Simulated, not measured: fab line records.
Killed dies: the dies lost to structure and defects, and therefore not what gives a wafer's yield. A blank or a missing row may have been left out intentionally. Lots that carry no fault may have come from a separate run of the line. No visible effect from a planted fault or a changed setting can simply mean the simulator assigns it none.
Chamber matching -- flow gf180mcu -- GF_STI_ETCH_14 on rieSi-01 has 4 sister chambers
The step etches Si in HBr/Cl2/O2, target depth 360 nm, time 102.9 s. 8 wafers are shown with their chamber, then 7 later ones without.

WAFERS, EACH WITH ITS CHAMBER
wafer,chamber,drypumpMotorCurrentA (A),oesProductAu (a.u.)
L409.4,0,5.8,1.010
L410.1,3,5.4,0.993
L410.2,0,5.7,1.009
L421.3,1,5.5,0.979
L421.5,1,5.5,0.991
L421.6,2,5.2,1.012
L422.2,3,5.4,0.986
L422.4,2,5.2,1.008

WAFERS WITHOUT THEIR CHAMBER
wafer,drypumpMotorCurrentA (A),oesProductAu (a.u.)
L422.5,5.7,1.007
L423.1,5.7,1.007
L423.4,5.5,0.985
L423.6,5.2,1.016
L428.1,5.3,1.002
L428.5,5.8,1.016
L428.6,5.5,0.989

EACH ONE'S CHAMBER
wafer,from the rows above,in truth
L422.5,0,0
L423.1,0,0
L423.4,1,1
L423.6,2,2
L428.1,can't be placed: 2 or 3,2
L428.5,0,0
L428.6,1,1
6 of 7 placed correctly. These rows do not allow placing 1 (true chamber among the candidates in 1). Placed wrongly: 0.
How it was worked out, from the rows above alone: a wafer's distance from a chamber is the root of the sum, over the readings, of the square of ((its reading less the chamber's mean) divided by the reading's scatter). The wafer belongs to the nearest chamber; if the next one is less than 2 further off, it can't be placed. A chamber's mean is the mean of its shown wafers. The scatter: the root of (the sum of the squares of (reading less its chamber's mean) over the shown wafers, divided by (wafers less chambers)).
